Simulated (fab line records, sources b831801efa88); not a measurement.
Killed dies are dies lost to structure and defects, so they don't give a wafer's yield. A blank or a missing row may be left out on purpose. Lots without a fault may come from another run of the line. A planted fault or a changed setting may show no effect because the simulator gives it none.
Which tool did it? | flow sfq_line | 14 lots, 42 wafers sampled, at 1 step of a route of 325

WHAT THE GAUGES READ, wafer by wafer
The record holds no reading of a measuring or inspecting step that can be judged against a usual standard deviation.

WHICH TOOL RAN EACH LOT (tool, then ch and the chambers of the sampled wafers, then the start)
lot  | SFQ_TRILAYER_M1_LITHO_PEB_042
L808 | litho_track-02 ch 0, day 17 07:12
L809 | litho_track-02 ch 0, day 17 09:43
L810 | litho_track-02 ch 0, day 17 14:31
L811 | litho_track-02 ch 0, day 18 00:07
L814 | litho_track-02 ch 0, day 18 19:27
L818 | litho_track-03 ch 0, day 21 11:45
L819 | litho_track-01 ch 0, day 22 03:28
L820 | litho_track-01, day 22 22:48
L821 | litho_track-02, day 23 13:15
L823 | litho_track-02 ch 0, day 23 16:51
L825 | litho_track-02 ch 0, day 23 21:37
L826 | litho_track-03 ch 0, day 24 01:13
L830 | litho_track-01 ch 0, day 24 12:01
L831 | litho_track-02 ch 0, day 26 21:36
- SFQ_TRILAYER_M1_LITHO_PEB_042: peb time 60 s.

WHAT THE TOOLS THEMSELVES READ (means of the sampled wafers that have a number; where no wafer has one, the mark that the record gives instead)
SFQ_TRILAYER_M1_LITHO_PEB_042.
lot  | tool           | chill_plate_temp_C (C) | exhaust_pa (Pa)
L808 | litho_track-02 | 23.04                  | 44.5
L809 | litho_track-02 | 23.08                  | 44.6
L810 | litho_track-02 | 22.86                  | 45.2
L811 | litho_track-02 | 23.13                  | 45.1
L814 | litho_track-02 | 23.00                  | 45.3
L818 | litho_track-03 | 23.01                  | 45.5
L819 | litho_track-01 | 22.72                  | 45.9
L820 | litho_track-01 | -                      | -
L821 | litho_track-02 | -                      | -
L823 | litho_track-02 | 22.96                  | 43.2
L825 | litho_track-02 | 23.00                  | 44.9
L826 | litho_track-03 | 22.84                  | 45.6
L830 | litho_track-01 | 23.22                  | 44.4
L831 | litho_track-02 | 22.98                  | 46.2

THE ANSWER, worked out from the rows above alone
Rule: what is usual is taken from the lots themselves. Put in order of their means at a reading, lots are off if they are a third of the lots or fewer, leave a main group of 4 or more, and stand apart from it by a gap of 3 or more times the standard deviation of the main group's means; of several such gaps the widest counts. A main group whose means are all the same, to the digits that the tables above print for the reading, isn't used. A lot without any number at a reading at which 4 lots or more have one is off too. The other lots that the step has rows for count as sound. The gauges are gone through in route order, then the tools' own readings, and for those a lot's mean is taken as printed above. The first step at which some lot is off is used, and at that step the reading that is off furthest; a lot without a number counts as furthest.
Off: L820, L821, at SFQ_TRILAYER_M1_LITHO_PEB_042 (chill_plate_temp_C). Without a number there: L820, L821. The main group: mean 22.99 C, standard deviation 0.13.
A tool fits if, at that step or a process step before it, it ran every lot that is off, and no sound lot after the first of them. None of those tried fits.

WHAT THE SIMULATOR HAD PUT IN
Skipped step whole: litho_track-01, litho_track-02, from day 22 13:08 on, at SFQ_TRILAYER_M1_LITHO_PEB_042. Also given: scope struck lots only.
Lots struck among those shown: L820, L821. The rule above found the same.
